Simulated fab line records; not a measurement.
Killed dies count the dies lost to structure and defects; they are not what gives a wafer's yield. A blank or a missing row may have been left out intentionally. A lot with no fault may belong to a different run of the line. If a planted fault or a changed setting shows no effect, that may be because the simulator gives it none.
The tool behind it: which one? | flow gf180mcu | at 1 step of a route of 602, 13 lots with 39 wafers sampled

== WHAT THE GAUGES SHOWED, per wafer ==
GF_V3_CD_MEAS_14 targets a cd of 260 nm.
lot  | measured     | on        | cd_nm (nm)
L166 | day 22 13:50 | cd_sem-01 | 259.4 260.3 259.9
L167 | day 23 02:10 | cd_sem-02 | 259.8 257.6 260.0
L168 | day 23 13:44 | cd_sem-02 | 259.9 261.2 260.6
L169 | day 24 02:26 | cd_sem-02 | 259.8 256.7 259.3
L171 | day 24 15:38 | cd_sem-02 | 260.4 260.9 261.4
L173 | day 25 07:23 | cd_sem-02 | 261.5 261.0 260.8
L179 | day 27 03:27 | cd_sem-02 | 258.4 258.5 258.3
L180 | day 27 14:53 | cd_sem-02 | 261.1 260.7 261.7
L181 | day 27 19:49 | cd_sem-02 | 259.2 261.2 261.0
L183 | day 28 10:11 | cd_sem-02 | 257.5 259.3 261.2
L185 | day 29 00:23 | cd_sem-02 | 259.9 259.1 259.2
L186 | day 29 06:40 | cd_sem-02 | 259.9 259.9 260.0
L187 | day 29 14:38 | cd_sem-02 | 260.6 260.5 260.6

== TOOL THAT RAN EACH LOT (tool first, then ch and the chambers of the sampled wafers, then the start) ==
Before these readings, the record contains no process step.

== AS READ BY THE TOOLS THEMSELVES (means over the sampled wafers that have a number; for cases with no such wafer, the mark the record gives instead) ==
The record holds no such reading with a usual standard deviation.

== THE ANSWER, worked out from the rows above alone ==
Rule: the usual values come from the lots themselves. The widest of any qualifying gaps counts: lots, ordered by their means at a reading, are off when they make up no more than a third of the lots, leave a main group of 4 or more, and stand apart from it by 3 or more times the standard deviation of that group's means. A main group whose means are all the same, to the digits that the tables above print for the reading, isn't used. Also off: a lot with no number at a reading for which 4 or more lots have one. The other lots that the step has rows for count as sound. After the gauges, taken in route order, come the tools' own readings; for these a lot's mean is taken, as printed above. At the first step where some lot is off, the reading lying furthest off is the one used; lots without a number count as furthest.
No lot is off at any reading shown: from this, nothing can be told.

== WHAT HAD BEEN PUT IN BY THE SIMULATOR ==
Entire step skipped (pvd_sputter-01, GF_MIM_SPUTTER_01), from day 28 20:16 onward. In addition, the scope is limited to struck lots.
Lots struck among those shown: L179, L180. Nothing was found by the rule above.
